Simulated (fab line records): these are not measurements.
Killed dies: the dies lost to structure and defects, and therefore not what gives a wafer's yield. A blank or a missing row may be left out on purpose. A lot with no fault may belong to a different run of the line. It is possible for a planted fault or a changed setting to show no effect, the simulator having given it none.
Which tool did it?	flow gf180mcu	Sampling: 10 lots, 30 wafers, 3 of 602 route steps

WHAT EACH GAUGE READ, for each wafer
GF_MIM_RS_MEAS_10: uses a four-point probe to measure.
lot	measured	on	MIM_ALCU_RS (ohm/sq)
L183	day 24 15:13	film-metro-02	0.1648 0.1625 0.1635
L185	day 25 06:01	film-metro-01	0.1633 0.1628 0.1616
L186	day 25 14:17	film-metro-02	0.1632 0.1625 0.1620
L190	day 26 19:05	film-metro-04	0.1609 0.1638 0.1613
L191	day 27 05:47	film-metro-01	0.1587 0.1594 0.1569
L193	day 27 22:46	film-metro-04	0.1608 0.1622 0.1604
L195	day 28 12:11	film-metro-01	0.1606 0.1579 0.1621
L201	day 30 10:13	film-metro-02	0.1454 0.1441 0.1465
L202	day 30 12:01	film-metro-04	0.1477 0.1466 0.1467
L205	day 31 03:45	film-metro-02	0.1597 0.1613 0.1581

EACH LOT AND THE TOOL THAT RAN IT (in order: tool; ch and the chambers of the sampled wafers; start)
lot	GF_MIM_SPUTTER_01	GF_MIM_SPUTTER_08
L183	pvd-sputter-02, day 24 14:53	pvd-sputter-04, day 24 15:08
L185	pvd-sputter-01, day 25 05:40	pvd-sputter-02, day 25 05:56
L186	pvd-sputter-01, day 25 13:56	pvd-sputter-04, day 25 14:12
L190	pvd-sputter-02, day 26 18:45	pvd-sputter-04, day 26 19:00
L191	pvd-sputter-02, day 27 05:29	pvd-sputter-01, day 27 05:44
L193	pvd-sputter-01, day 27 22:26	pvd-sputter-02, day 27 22:41
L195	pvd-sputter-02, day 28 11:52	pvd-sputter-01, day 28 12:08
L201	pvd-sputter-02, day 30 09:54	pvd-sputter-01, day 30 10:10
L202	pvd-sputter-02, day 30 11:42	pvd-sputter-01, day 30 11:58
L205	pvd-sputter-04, day 31 03:26	pvd-sputter-02, day 31 03:42
- GF_MIM_SPUTTER_01: material TiN, target thk 30 nm, time 25 s.
- GF_MIM_SPUTTER_08: material AlCu, target thk 200 nm, time 10.6 s.

THE ANSWER, worked out from the rows above alone
Rule: usual is defined by the lots themselves. Put in order of their means at a reading, lots are off if they are a third of the lots or fewer, leave a main group of 4 or more, and stand apart from it by a gap of 3 or more times the standard deviation of the main group's means; of several such gaps the widest counts. A main group whose means are all the same, to the digits that the tables above print for the reading, isn't used. A lot without any number at a reading at which 4 lots or more have one is off too. Where the step has rows for the other lots, those lots are counted as sound.
Off: at GF_MIM_RS_MEAS_10 (MIM_ALCU_RS), L201, L202. The main group has a mean of 0.1613 ohm/sq with a standard deviation of 0.0016.
If a tool, at a process step before that reading, ran all the lots that are off and no sound lot after the first of them, it fits. Gauges at GF_MIM_RS_MEAS_10: tried the same way as those tools. This does not decide it: 2 tools fit, namely pvd-sputter-02 at GF_MIM_SPUTTER_01 and pvd-sputter-01 at GF_MIM_SPUTTER_08.

WHAT THE SIMULATOR HAD INSERTED
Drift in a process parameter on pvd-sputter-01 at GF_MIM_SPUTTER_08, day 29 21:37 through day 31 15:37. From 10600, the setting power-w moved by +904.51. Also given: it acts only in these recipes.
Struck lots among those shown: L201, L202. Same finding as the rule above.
